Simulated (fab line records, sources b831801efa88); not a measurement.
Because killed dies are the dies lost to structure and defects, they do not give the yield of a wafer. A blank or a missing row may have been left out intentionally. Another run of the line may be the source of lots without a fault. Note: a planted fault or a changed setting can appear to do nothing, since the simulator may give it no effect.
Chamber matching :: flow gf180mcu :: GF_PASSIVATION_CVD_02 on pecvd-03 has 3 sister chambers
The step deposits Si3N4, target thk 700 nm, time 486.18 s. 3 wafers are shown with their chamber, then 12 later ones without.

== EACH WAFER AND ITS CHAMBER ==
wafer: L093.1
chamber: 2
heater_power_w (W): 552

wafer: L093.2
chamber: 0
heater_power_w (W): 678

wafer: L093.3
chamber: 1
heater_power_w (W): 524

== WAFERS WHOSE CHAMBER IS MISSING ==
wafer: L093.4
heater_power_w (W): 725

wafer: L093.5
heater_power_w (W): 597

wafer: L093.6
heater_power_w (W): 573

wafer: L095.1
heater_power_w (W): 676

wafer: L095.2
heater_power_w (W): 546

wafer: L095.3
heater_power_w (W): 633

wafer: L096.3
heater_power_w (W): 637

wafer: L096.4
heater_power_w (W): 658

wafer: L096.6
heater_power_w (W): 665

wafer: L097.1
heater_power_w (W): 585

wafer: L097.4
heater_power_w (W): 586

wafer: L097.6
heater_power_w (W): 540

== WHICH CHAMBER EACH ONE RAN IN ==
wafer: L093.4
from the rows above: 0
in truth: 0

wafer: L093.5
from the rows above: can't be placed: 2 or 1 or 0
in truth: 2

wafer: L093.6
from the rows above: can't be placed: 2 or 1
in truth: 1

wafer: L095.1
from the rows above: 0
in truth: 0

wafer: L095.2
from the rows above: can't be placed: 2 or 1
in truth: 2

wafer: L095.3
from the rows above: can't be placed: 0 or 2
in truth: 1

wafer: L096.3
from the rows above: can't be placed: 0 or 2
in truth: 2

wafer: L096.4
from the rows above: 0
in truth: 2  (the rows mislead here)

wafer: L096.6
from the rows above: 0
in truth: 0

wafer: L097.1
from the rows above: can't be placed: 2 or 1 or 0
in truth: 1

wafer: L097.4
from the rows above: can't be placed: 2 or 1 or 0
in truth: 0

wafer: L097.6
from the rows above: can't be placed: 2 or 1
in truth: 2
Correct placement for 3 of the 12. These rows do not allow placing 8 (true chamber among the candidates in 7). Number placed wrongly: 1.
How it was worked out, from the rows above alone: a wafer's distance from a chamber is the root of the sum, over the readings, of the square of ((its reading less the chamber's mean) divided by the reading's scatter). If the next closest chamber is less than 2 further off than the closest, the wafer can't be placed; otherwise it belongs to the closest. Each chamber's mean is taken over the wafers shown for it. The scatter (one wafer shown for each chamber): square how far every hidden wafer sits from the nearest shown wafer, average those squares and take the square root.
